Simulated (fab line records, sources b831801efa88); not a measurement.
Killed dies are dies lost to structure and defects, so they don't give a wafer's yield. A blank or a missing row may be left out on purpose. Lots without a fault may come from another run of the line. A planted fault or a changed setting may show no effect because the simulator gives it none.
Chamber matching | flow gf180mcu | GF_V3_CVD_00 on hdpcvd-02: 3 sister chambers
The step deposits SiO2, target thk 600 nm, time 100 s. 14 wafers are shown with their chamber, then 7 later ones without.

WAFERS WITH THEIR CHAMBER
wafer  | chamber | pressure_mtorr (mTorr)
L915.2 | 0       | 5.997
L915.4 | 1       | 6.003
L915.6 | 0       | 6.003
L923.1 | 0       | 5.977
L923.4 | 0       | 5.998
L923.5 | 2       | 5.996
L924.3 | 1       | 6.004
L924.4 | 1       | 5.997
L924.6 | 0       | 5.995
L925.1 | 0       | 6.012
L925.4 | 0       | 5.982
L925.6 | 1       | 6.006
L926.2 | 2       | 5.994
L926.3 | 0       | 6.012

SIGNATURES (means of the wafers above)
reading        | chamber 0 | chamber 1 | chamber 2 | scatter within a chamber
pressure_mtorr | 5.99700   | 6.00250   | 5.99500   | 0.0103
Rule: a wafer's distance from a chamber is the root of the sum, over the readings, of the square of ((its reading less the chamber's mean) divided by the reading's scatter). The wafer belongs to the nearest chamber; if the next one is less than 2 further off, it can't be placed. The scatter: the root of (the sum of the squares of (reading less its chamber's mean) over the shown wafers, divided by (wafers less chambers)).

WAFERS WITHOUT THEIR CHAMBER
wafer  | pressure_mtorr (mTorr)
L926.4 | 6.010
L934.1 | 5.993
L934.2 | 6.004
L934.6 | 5.970
L937.3 | 6.000
L937.4 | 5.994
L937.5 | 5.999

WHICH CHAMBER EACH WENT THROUGH
wafer  | from the rows above          | in truth
L926.4 | can't be placed: 1 or 0 or 2 | 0
L934.1 | can't be placed: 2 or 0 or 1 | 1
L934.2 | can't be placed: 1 or 0 or 2 | 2
L934.6 | can't be placed: 2 or 0 or 1 | 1
L937.3 | can't be placed: 1 or 0 or 2 | 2
L937.4 | can't be placed: 2 or 0 or 1 | 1
L937.5 | can't be placed: 0 or 1 or 2 | 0
Placed correctly: 0 of 7. Can't be placed from these rows: 7 (the true chamber is among the candidates in 7). Placed wrongly: 0.
